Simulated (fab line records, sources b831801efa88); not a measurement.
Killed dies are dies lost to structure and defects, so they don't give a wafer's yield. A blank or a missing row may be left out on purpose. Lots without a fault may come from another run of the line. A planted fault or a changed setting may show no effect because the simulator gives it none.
Which tool did it? | flow gf180mcu | 13 lots, 39 wafers sampled, at 4 steps of a route of 602

WHAT THE GAUGES READ, wafer by wafer
GF_MVPSD_OVL_MEAS_07. Usual: MVPSD_OVL 0.1 nm, standard deviation 1.3.
lot  | measured     | on         | MVPSD_OVL (nm) | flag
L992 | day 4 23:20  | overlay-02 | 0.6 1.8 2.1    |
L993 | day 5 03:59  | overlay-02 | 0.4 0.6 -0.9   |
L994 | day 5 11:02  | overlay-01 | 1.7 -0.1 2.5   |
L995 | day 5 20:29  | overlay-02 | 1.7 1.9 2.6    |
L996 | day 6 00:14  | overlay-01 | -1.1 -1.4 -1.5 |
L997 | day 6 07:07  | overlay-01 | -1.5 -0.4 -0.2 |
L999 | day 6 22:35  | overlay-01 | 0.1 1.5 0.5    |
L103 | day 8 03:04  | overlay-02 | 1.0 2.8 -0.5   |
L106 | day 8 17:02  | overlay-01 | 1.3 0.7 -0.4   |
L110 | day 9 11:22  | overlay-02 | -0.6 -0.7 0.0  |
L111 | day 9 16:50  | overlay-02 | 0.4 0.3 0.3    |
L112 | day 10 05:37 | overlay-02 | 1.2 0.3 0.7    |
L113 | day 10 07:38 | overlay-01 | -1.8 -2.3 -3.6 |

GF_VT_IMPLANT_RS_MEAS_46: measures by four-point-probe. Usual: MVSD_RS 456.1 ohm/sq, standard deviation 1.2.
lot  | measured     | on            | MVSD_RS (ohm/sq)  | flag
L992 | day 7 11:02  | film_metro-03 | 454.1 454.7 454.9 |
L993 | day 7 17:07  | film_metro-04 | 457.4 457.0 457.3 |
L994 | day 8 01:10  | film_metro-01 | 454.2 454.3 454.6 |
L995 | day 8 10:07  | film_metro-03 | 458.4 458.7 458.2 |
L996 | day 8 16:32  | film_metro-03 | 455.2 456.2 455.5 |
L997 | day 8 22:38  | film_metro-03 | 457.6 456.1 457.4 |
L999 | day 9 16:59  | film_metro-04 | 457.4 456.5 455.9 |
L103 | day 11 01:38 | film_metro-01 | 456.9 457.3 457.6 |
L106 | day 11 17:11 | film_metro-03 | 456.1 455.6 456.5 |
L110 | day 12 14:21 | film_metro-04 | 456.1 455.1 455.9 |
L111 | day 12 19:20 | film_metro-01 | 454.7 456.1 455.4 |
L112 | day 13 10:11 | film_metro-01 | 456.9 458.0 456.8 |
L113 | day 13 11:44 | film_metro-03 | 455.7 456.5 456.0 |

WHICH TOOL RAN EACH LOT (tool, then ch and the chambers of the sampled wafers, then the start)
lot  | GF_STI_ETCH_13                    | GF_VT_IMPLANT_STRIP_09
L992 | rie_diel-02 ch 0,2,3, day 2 02:07 | plasma_asher-04 ch 0,1, day 5 13:32
L993 | rie_diel-03 ch 0,2,3, day 2 06:58 | plasma_asher-04 ch 0,1, day 5 18:58
L994 | rie_diel-02 ch 1,2, day 2 12:07   | plasma_asher-01 ch 0,1, day 6 03:01
L995 | rie_diel-02 ch 0,1,2, day 2 18:43 | plasma_asher-03 ch 0,1, day 6 12:07
L996 | rie_diel-02 ch 0,1,2, day 2 22:46 | plasma_asher-03 ch 0,1, day 6 15:43
L997 | rie_diel-03 ch 0,3, day 3 03:56   | plasma_asher-03 ch 0,1, day 6 22:25
L999 | rie_diel-03 ch 2,3, day 3 14:22   | plasma_asher-04 ch 0,1, day 7 14:40
L103 | rie_diel-04 ch 0,2,3, day 4 14:47 | plasma_asher-03 ch 0,1, day 8 19:52
L106 | rie_diel-04 ch 1,2,3, day 5 05:59 | plasma_asher-03 ch 0,1, day 9 10:25
L110 | rie_diel-02 ch 0,3, day 5 22:29   | plasma_asher-01 ch 0,1, day 10 05:52
L111 | rie_diel-03 ch 0,2,3, day 6 03:25 | plasma_asher-03 ch 0,1, day 10 10:31
L112 | rie_diel-02 ch 0,3, day 6 11:14   | plasma_asher-03 ch 0, day 11 01:01
L113 | rie_diel-03 ch 1,2,3, day 6 13:25 | plasma_asher-03 ch 0,1, day 11 02:46
- GF_STI_ETCH_13: etches the open film in CHF3/O2, stops on Si, target depth 282.31 nm, time 112.9 s.
- GF_VT_IMPLANT_STRIP_09: strips in O2/N2.

WHAT THE TOOLS THEMSELVES READ (means of the sampled wafers that have a number; where no wafer has one, the mark that the record gives instead)
GF_STI_ETCH_13. Usual: O2_flow_sccm 5.000 sccm, standard deviation 0.016; bias_w 200.1 W, standard deviation 0.57; drypump_motor_current_A 5.6 A, standard deviation 0.45; oes_product_au 0.833 a.u., standard deviation 0.006; throttle_valve_pct 8.810 %, standard deviation 0.0094.
lot  | tool        | O2_flow_sccm (sccm) | bias_w (W) | drypump_motor_current_A (A) | oes_product_au (a.u.) | throttle_valve_pct (%) | flag
L992 | rie_diel-02 | 4.997               | 200.4      | 5.5                         | 0.830                 | 8.808                  |
L993 | rie_diel-03 | 4.999               | 199.7      | 5.8                         | 0.836                 | 8.807                  |
L994 | rie_diel-02 | 5.006               | 200.3      | 6.0                         | 0.834                 | 8.807                  |
L995 | rie_diel-02 | 5.002               | 199.7      | 5.6                         | 0.832                 | 8.813                  |
L996 | rie_diel-02 | 5.001               | 199.8      | 5.6                         | 0.834                 | 8.804                  |
L997 | rie_diel-03 | 5.012               | 199.5      | 5.9                         | 0.831                 | 8.806                  |
L999 | rie_diel-03 | 5.000               | 199.6      | 5.8                         | 0.835                 | 8.824                  |
L103 | rie_diel-04 | 5.008               | 175.0      | 5.7                         | 0.833                 | 8.810                  | OFF
L106 | rie_diel-04 | 5.012               | 175.7      | 6.0                         | 0.833                 | 8.814                  | OFF
L110 | rie_diel-02 | 5.010               | 200.5      | 5.1                         | 0.833                 | 8.802                  |
L111 | rie_diel-03 | 4.994               | 200.4      | 5.8                         | 0.839                 | 8.812                  |
L112 | rie_diel-02 | 4.996               | 200.4      | 5.2                         | 0.835                 | 8.803                  |
L113 | rie_diel-03 | 4.979               | 200.2      | 5.8                         | 0.829                 | 8.803                  |

GF_VT_IMPLANT_STRIP_09. Usual: drypump_motor_current_A 5.6 A, standard deviation 0.35; heater_power_w 330 W, standard deviation 25; oes_product_au 0.716 a.u., standard deviation 0.0047; strip_time_to_endpoint_s 12.66 s, standard deviation 0.032.
lot  | tool            | drypump_motor_current_A (A) | heater_power_w (W) | oes_product_au (a.u.) | strip_time_to_endpoint_s (s) | flag
L992 | plasma_asher-04 | 5.3                         | 305                | 0.714                 | 12.62                        |
L993 | plasma_asher-04 | 5.3                         | 312                | 0.722                 | 12.67                        |
L994 | plasma_asher-01 | 5.8                         | 328                | 0.714                 | 12.67                        |
L995 | plasma_asher-03 | 5.6                         | 364                | 0.711                 | 12.66                        |
L996 | plasma_asher-03 | 5.8                         | 345                | 0.714                 | 12.64                        |
L997 | plasma_asher-03 | 5.6                         | 356                | 0.713                 | 12.67                        |
L999 | plasma_asher-04 | 5.6                         | 311                | 0.713                 | 12.65                        |
L103 | plasma_asher-03 | 5.6                         | 361                | 0.715                 | 12.72                        |
L106 | plasma_asher-03 | 5.8                         | 343                | 0.717                 | 12.70                        |
L110 | plasma_asher-01 | 5.7                         | 317                | 0.716                 | 12.65                        |
L111 | plasma_asher-03 | 5.8                         | 349                | 0.722                 | 12.67                        |
L112 | plasma_asher-03 | 5.9                         | 333                | 0.718                 | 12.69                        |
L113 | plasma_asher-03 | 5.6                         | 355                | 0.719                 | 12.65                        |

THE ANSWER, worked out from the rows above alone
Rule: a lot is off if the mean of its wafers that have a number lies more than 3 standard deviations from the usual mean. A lot without any number at a reading at which 4 lots or more have one is off too. The other lots that the step has rows for count as sound. The gauges are gone through in route order, then the tools' own readings, and for those a lot's mean is taken as printed above. The first step at which some lot is off is used, and at that step the reading that is off furthest; a lot without a number counts as furthest.
Off: L103, L106, at GF_STI_ETCH_13 (bias_w).
A tool fits if, at that step or a process step before it, it ran every lot that is off, and no sound lot after the first of them. One fits: rie_diel-04 at GF_STI_ETCH_13. It ran no sound lot before its first lot that is off in this sample, so the start can't be narrowed down.
The tool's own readings at GF_STI_ETCH_13 bear it out: on the lots that are off they differ by more than 5 times the standard deviation of the sound lots' means. bias_w reads 175.3 W there against 200.0 W on the sound lots.

WHAT THE SIMULATOR HAD PUT IN
Process parameter drift: rie_diel-04, from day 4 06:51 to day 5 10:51, at GF_STI_ETCH_13. Setting bias_w, moved by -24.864, from 200. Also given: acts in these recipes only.
Lots struck among those shown: L103, L106. The rule above found the same.
